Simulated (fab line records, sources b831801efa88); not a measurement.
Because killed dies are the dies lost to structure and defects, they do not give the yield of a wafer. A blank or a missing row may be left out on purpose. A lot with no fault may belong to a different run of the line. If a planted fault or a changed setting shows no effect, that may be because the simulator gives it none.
What tool caused it? :: flow sky130 :: 14 lots with 42 wafers sampled at 4 steps, on a route of 708 steps

WHAT THE GAUGES READ, wafer by wafer
SKY_VIA3_CD_MEAS_12: target cd 200 nm.
lot: L447
measured: day 39 05:38
on: cd_sem-02
cd_nm (nm): 201.1 200.3 200.0

lot: L456
measured: day 42 16:14
on: cd_sem-01
cd_nm (nm): 203.3 203.0 201.5

lot: L457
measured: day 42 18:15
on: cd_sem-02
cd_nm (nm): 201.8 200.7 200.2

lot: L459
measured: day 43 09:55
on: cd_sem-02
cd_nm (nm): 196.5 198.9 196.1

lot: L460
measured: day 43 14:51
on: cd_sem-02
cd_nm (nm): 201.3 200.1 201.3

lot: L461
measured: day 43 15:34
on: cd_sem-01
cd_nm (nm): 198.5 198.7 200.3

lot: L462
measured: day 44 00:33
on: cd_sem-01
cd_nm (nm): 200.6 200.5 202.5

lot: L463
measured: day 44 06:13
on: cd_sem-01
cd_nm (nm): 198.8 200.6 197.2

lot: L464
measured: day 44 17:34
on: cd_sem-01
cd_nm (nm): 200.8 201.2 201.5

lot: L465
measured: day 45 12:43
on: cd_sem-02
cd_nm (nm): 199.6 200.1 198.9

lot: L467
measured: day 45 18:08
on: cd_sem-01
cd_nm (nm): 196.5 196.3 198.0

lot: L468
measured: day 45 19:03
on: cd_sem-01
cd_nm (nm): 198.4 198.0 199.3

lot: L466
measured: day 45 21:01
on: cd_sem-01
cd_nm (nm): 200.9 202.0 201.1

lot: L469
measured: day 46 00:49
on: cd_sem-02
cd_nm (nm): 197.7 196.2 197.1

SKY_METAL4_OVL_MEAS_14.
lot: L447
measured: day 41 07:56
on: overlay-02
METAL4_OVL (nm): 13 12 8

lot: L459
measured: day 45 08:09
on: overlay-02
METAL4_OVL (nm): 4 2 9

lot: L460
measured: day 45 12:32
on: overlay-01
METAL4_OVL (nm): 7 10 4

lot: L461
measured: day 45 14:24
on: overlay-02
METAL4_OVL (nm): -6 -7 -1

lot: L462
measured: day 45 21:56
on: overlay-02
METAL4_OVL (nm): 2 4 3

lot: L463
measured: day 46 03:53
on: overlay-01
METAL4_OVL (nm): -1 0 -1

lot: L464
measured: day 46 14:50
on: overlay-01
METAL4_OVL (nm): 5 4 4

lot: L465
measured: day 47 07:38
on: overlay-02
METAL4_OVL (nm): -4 -5 -1

lot: L467
measured: day 47 12:53
on: overlay-02
METAL4_OVL (nm): -2 2 8

lot: L468
measured: day 47 14:02
on: overlay-01
METAL4_OVL (nm): -3 -6 1

lot: L466
measured: day 47 15:35
on: overlay-01
METAL4_OVL (nm): 4 1 -3

lot: L469
measured: day 47 18:54
on: overlay-01
METAL4_OVL (nm): 2 -6 -7

WHAT TOOL EACH LOT RAN ON (gives the tool, then ch and the chambers of the sampled wafers, and finally the start)
lot: L447
SKY_CAP2M_EXPOSE_09: iline_stepper-01 ch 0, day 39 19:50
SKY_CAP2M_METAL_ETCH_13: rie_metal-01 ch 0,1, day 40 07:57

lot: L456
SKY_CAP2M_EXPOSE_09: iline_stepper-02, day 43 05:37
SKY_CAP2M_METAL_ETCH_13: rie_metal-02 ch 0, day 43 16:38

lot: L457
SKY_CAP2M_EXPOSE_09: iline_stepper-02, day 43 07:36
SKY_CAP2M_METAL_ETCH_13: rie_metal-03 ch 0,1, day 43 18:44

lot: L459
SKY_CAP2M_EXPOSE_09: iline_stepper-01 ch 0, day 43 23:03
SKY_CAP2M_METAL_ETCH_13: rie_metal-01 ch 0,1, day 44 09:43

lot: L460
SKY_CAP2M_EXPOSE_09: iline_stepper-01 ch 0, day 44 03:40
SKY_CAP2M_METAL_ETCH_13: rie_metal-02 ch 0,1, day 44 14:16

lot: L461
SKY_CAP2M_EXPOSE_09: iline_stepper-01 ch 0, day 44 05:13
SKY_CAP2M_METAL_ETCH_13: rie_metal-01 ch 0,1, day 44 16:00

lot: L462
SKY_CAP2M_EXPOSE_09: iline_stepper-01 ch 0, day 44 13:33
SKY_CAP2M_METAL_ETCH_13: rie_metal-01 ch 0,1, day 44 23:53

lot: L463
SKY_CAP2M_EXPOSE_09: iline_stepper-01 ch 0, day 44 19:10
SKY_CAP2M_METAL_ETCH_13: rie_metal-02 ch 0,1, day 45 05:25

lot: L464
SKY_CAP2M_EXPOSE_09: iline_stepper-02 ch 0, day 45 06:07
SKY_CAP2M_METAL_ETCH_13: rie_metal-03 ch 0,1, day 45 16:29

lot: L465
SKY_CAP2M_EXPOSE_09: iline_stepper-01 ch 0, day 46 00:53
SKY_CAP2M_METAL_ETCH_13: rie_metal-01 ch 0,1, day 46 11:08

lot: L467
SKY_CAP2M_EXPOSE_09: iline_stepper-01 ch 0, day 46 06:08
SKY_CAP2M_METAL_ETCH_13: rie_metal-03 ch 0,1, day 46 16:25

lot: L468
SKY_CAP2M_EXPOSE_09: iline_stepper-02 ch 0, day 46 07:02
SKY_CAP2M_METAL_ETCH_13: rie_metal-03 ch 0, day 46 17:15

lot: L466
SKY_CAP2M_EXPOSE_09: iline_stepper-02 ch 0, day 46 09:07
SKY_CAP2M_METAL_ETCH_13: rie_metal-03 ch 0,1, day 46 19:11

lot: L469
SKY_CAP2M_EXPOSE_09: iline_stepper-02 ch 0, day 46 13:22
SKY_CAP2M_METAL_ETCH_13: rie_metal-03 ch 0,1, day 46 22:50
- SKY_CAP2M_EXPOSE_09: exposes mask CAP2M, target cd 1000 nm.
- SKY_CAP2M_METAL_ETCH_13: etches TiN in Cl2/BCl3, stops on SiO2, target depth 220 nm, time 62.9 s.

AS READ BY THE TOOLS THEMSELVES (means over the sampled wafers that have a number; for cases with no such wafer, the mark the record gives instead)
SKY_CAP2M_EXPOSE_09.
lot: L447
tool: iline_stepper-01
exposure_dose_mJ_cm2: 158.99
focus_offset_nm (nm): -0.8

lot: L456
tool: iline_stepper-02
exposure_dose_mJ_cm2: -
focus_offset_nm (nm): -

lot: L457
tool: iline_stepper-02
exposure_dose_mJ_cm2: -
focus_offset_nm (nm): -

lot: L459
tool: iline_stepper-01
exposure_dose_mJ_cm2: 159.09
focus_offset_nm (nm): 0.4

lot: L460
tool: iline_stepper-01
exposure_dose_mJ_cm2: 158.82
focus_offset_nm (nm): 0.1

lot: L461
tool: iline_stepper-01
exposure_dose_mJ_cm2: 159.31
focus_offset_nm (nm): -0.7

lot: L462
tool: iline_stepper-01
exposure_dose_mJ_cm2: 158.82
focus_offset_nm (nm): -0.6

lot: L463
tool: iline_stepper-01
exposure_dose_mJ_cm2: 158.88
focus_offset_nm (nm): 0.1

lot: L464
tool: iline_stepper-02
exposure_dose_mJ_cm2: 158.97
focus_offset_nm (nm): 0.6

lot: L465
tool: iline_stepper-01
exposure_dose_mJ_cm2: 159.10
focus_offset_nm (nm): 0.0

lot: L467
tool: iline_stepper-01
exposure_dose_mJ_cm2: 159.23
focus_offset_nm (nm): -1.0

lot: L468
tool: iline_stepper-02
exposure_dose_mJ_cm2: 158.94
focus_offset_nm (nm): -0.3

lot: L466
tool: iline_stepper-02
exposure_dose_mJ_cm2: 159.02
focus_offset_nm (nm): -0.1

lot: L469
tool: iline_stepper-02
exposure_dose_mJ_cm2: 158.85
focus_offset_nm (nm): 0.5

SKY_CAP2M_METAL_ETCH_13.
lot: L447
tool: rie_metal-01
drypump_motor_current_A (A): 5.69
he_backside_leak_sccm (sccm): 3.31
oes_product_au (a.u.): 0.951
throttle_valve_pct (%): 21.897

lot: L456
tool: rie_metal-02
drypump_motor_current_A (A): 5.68
he_backside_leak_sccm (sccm): 3.33
oes_product_au (a.u.): 0.953
throttle_valve_pct (%): 21.894

lot: L457
tool: rie_metal-03
drypump_motor_current_A (A): 5.51
he_backside_leak_sccm (sccm): 3.48
oes_product_au (a.u.): 0.936
throttle_valve_pct (%): 21.899

lot: L459
tool: rie_metal-01
drypump_motor_current_A (A): 5.72
he_backside_leak_sccm (sccm): 3.53
oes_product_au (a.u.): 0.946
throttle_valve_pct (%): 21.890

lot: L460
tool: rie_metal-02
drypump_motor_current_A (A): 6.01
he_backside_leak_sccm (sccm): 3.31
oes_product_au (a.u.): 0.947
throttle_valve_pct (%): 21.903

lot: L461
tool: rie_metal-01
drypump_motor_current_A (A): 5.72
he_backside_leak_sccm (sccm): 3.50
oes_product_au (a.u.): 0.943
throttle_valve_pct (%): 21.900

lot: L462
tool: rie_metal-01
drypump_motor_current_A (A): 5.73
he_backside_leak_sccm (sccm): 3.42
oes_product_au (a.u.): 0.942
throttle_valve_pct (%): 21.898

lot: L463
tool: rie_metal-02
drypump_motor_current_A (A): 5.83
he_backside_leak_sccm (sccm): 3.28
oes_product_au (a.u.): 0.947
throttle_valve_pct (%): 21.905

lot: L464
tool: rie_metal-03
drypump_motor_current_A (A): 5.51
he_backside_leak_sccm (sccm): 3.68
oes_product_au (a.u.): 0.943
throttle_valve_pct (%): 21.906

lot: L465
tool: rie_metal-01
drypump_motor_current_A (A): 5.71
he_backside_leak_sccm (sccm): 3.56
oes_product_au (a.u.): 0.937
throttle_valve_pct (%): 21.904

lot: L467
tool: rie_metal-03
drypump_motor_current_A (A): 5.50
he_backside_leak_sccm (sccm): 3.47
oes_product_au (a.u.): 0.951
throttle_valve_pct (%): 21.885

lot: L468
tool: rie_metal-03
drypump_motor_current_A (A): 5.38
he_backside_leak_sccm (sccm): 3.38
oes_product_au (a.u.): 0.948
throttle_valve_pct (%): 21.894

lot: L466
tool: rie_metal-03
drypump_motor_current_A (A): 5.66
he_backside_leak_sccm (sccm): 3.48
oes_product_au (a.u.): 0.932
throttle_valve_pct (%): 21.910

lot: L469
tool: rie_metal-03
drypump_motor_current_A (A): 5.64
he_backside_leak_sccm (sccm): 3.54
oes_product_au (a.u.): 0.950
throttle_valve_pct (%): 21.890

THE ANSWER, worked out from the rows above alone
Rule: the usual values come from the lots themselves. Put in order of their means at a reading, lots are off if they are a third of the lots or fewer, leave a main group of 4 or more, and stand apart from it by a gap of 3 or more times the standard deviation of the main group's means; of several such gaps the widest counts. A main group is skipped when, at the precision printed for the reading in the tables above, its means are all equal. Also off: a lot with no number at a reading for which 4 or more lots have one. All remaining lots with rows at the step are treated as sound. The gauges are gone through in route order, then the tools' own readings, and for those a lot's mean is taken as printed above. The first step at which some lot is off is used, and at that step the reading that is off furthest; a lot without a number counts as furthest.
Off: L456, L457, at SKY_CAP2M_EXPOSE_09 (exposure_dose_mJ_cm2). Without a number there: L456, L457. Main group: mean 159.00, sd 0.15.
If a tool, at that step or one of the process steps before it, ran each lot that is off and ran no sound lot following the first of them, it fits. No candidate that was tried fits.

WHAT WAS PUT IN BY THE SIMULATOR
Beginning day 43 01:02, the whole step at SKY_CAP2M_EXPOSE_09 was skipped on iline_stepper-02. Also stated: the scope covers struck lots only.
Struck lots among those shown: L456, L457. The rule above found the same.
